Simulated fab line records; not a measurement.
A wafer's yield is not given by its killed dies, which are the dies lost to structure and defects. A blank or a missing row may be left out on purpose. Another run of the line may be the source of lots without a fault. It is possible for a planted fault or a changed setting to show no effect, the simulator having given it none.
Code-filled problem report in 8D (eight disciplines) form || flow sfq line || the parts of the form that need people (team, actions taken, sign-off) are left out

== 1. WHAT IS WRONG ==
Wafers without a fault read 79.99 W, standard deviation 0.23; bias w at SFQ_TRILAYER_I3_VIA_ETCH_VIA_ETCH_088 reads a mean of 77.43 W on 6 wafers belonging to 2 lots. That is -11 standard deviations from the usual mean.
The step: etches SiO2 in CHF3, stops on Nb, target depth 260 nm.
First seen on wafer L580.1, day 47 15:32, on rie diel-02. Wafers with a number at this step in the record: 42, from 14 lots. By rule, "out" or "out of limits" means more than 4 standard deviations away from the usual mean. Any other wafer with a number is counted as sound.

== 2. WHAT THIS IS AND IS NOT ==
{"question": "which readings at this step", "is": "bias w", "is not": "drypump motor current A, oes product au"}
{"question": "which lots", "is": "L580, L581", "is not": "L568, L569, L570, L572, L574, L575, L576, L578, L588, L589, L590, L591"}
{"question": "which wafers of those lots", "is": "all that have a number", "is not": "-"}
{"question": "read on which tools", "is": "rie diel-02", "is not": "rie diel-03, rie diel-04"}
{"question": "when", "is": "from day 47 15:32", "is not": "up to then (24 sound wafers); but 12 sound wafers of L588, L589, L590, L591 came after"}

== 3. THE SUSPECTS, EACH WITH WHAT RULES IT OUT ==
Counting: a tool at any process step up to the reading remains a suspect when it ran all the lots that are out and ran no sound lot after the first of those.
- rie diel-02 at SFQ_TRILAYER_I3_VIA_ETCH_VIA_ETCH_088 (etches SiO2 in CHF3, stops on Nb, target depth 260 nm): ruled out as a lasting fault. The sound lots L590 went through it after L580, its earliest lot that is out (day 47 15:32).
Left after counting: nothing in the record.

== 4. THE CAUSE (what the simulator had put in) ==
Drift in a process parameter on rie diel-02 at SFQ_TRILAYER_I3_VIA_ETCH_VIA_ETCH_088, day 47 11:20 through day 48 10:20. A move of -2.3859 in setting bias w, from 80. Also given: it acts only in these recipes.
Counting ruled it out, wrongly.

== 5. SEQUENCE OF EFFECTS, ordered by route ==
One row per reading whose mean, taken over the struck wafers that have a number, lies over 3 standard deviations from the usual. Scope: only readings with a usual standard deviation given in the record; hours: median across lots of the time from each lot's start at the first step in this table that gives one to its start at this step; sigmas: change in usual standard deviations.
{"hours": 0, "step": "SFQ_TRILAYER_I3_VIA_ETCH_VIA_ETCH_088", "reading": "bias w", "usual": "79.99 W", "on struck wafers": 77.43, "change": -2.56, "sigmas": -11}
Here are the process steps it includes:
- SFQ_TRILAYER_I3_VIA_ETCH_VIA_ETCH_088: etches SiO2 in CHF3, stops on Nb, target depth 260 nm.

== 6. HOW IT WOULD HAVE BEEN CAUGHT EARLIER ==
In this record the first reading out of limits was taken at day 47 15:32, 4 hours after the fault began at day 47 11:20.
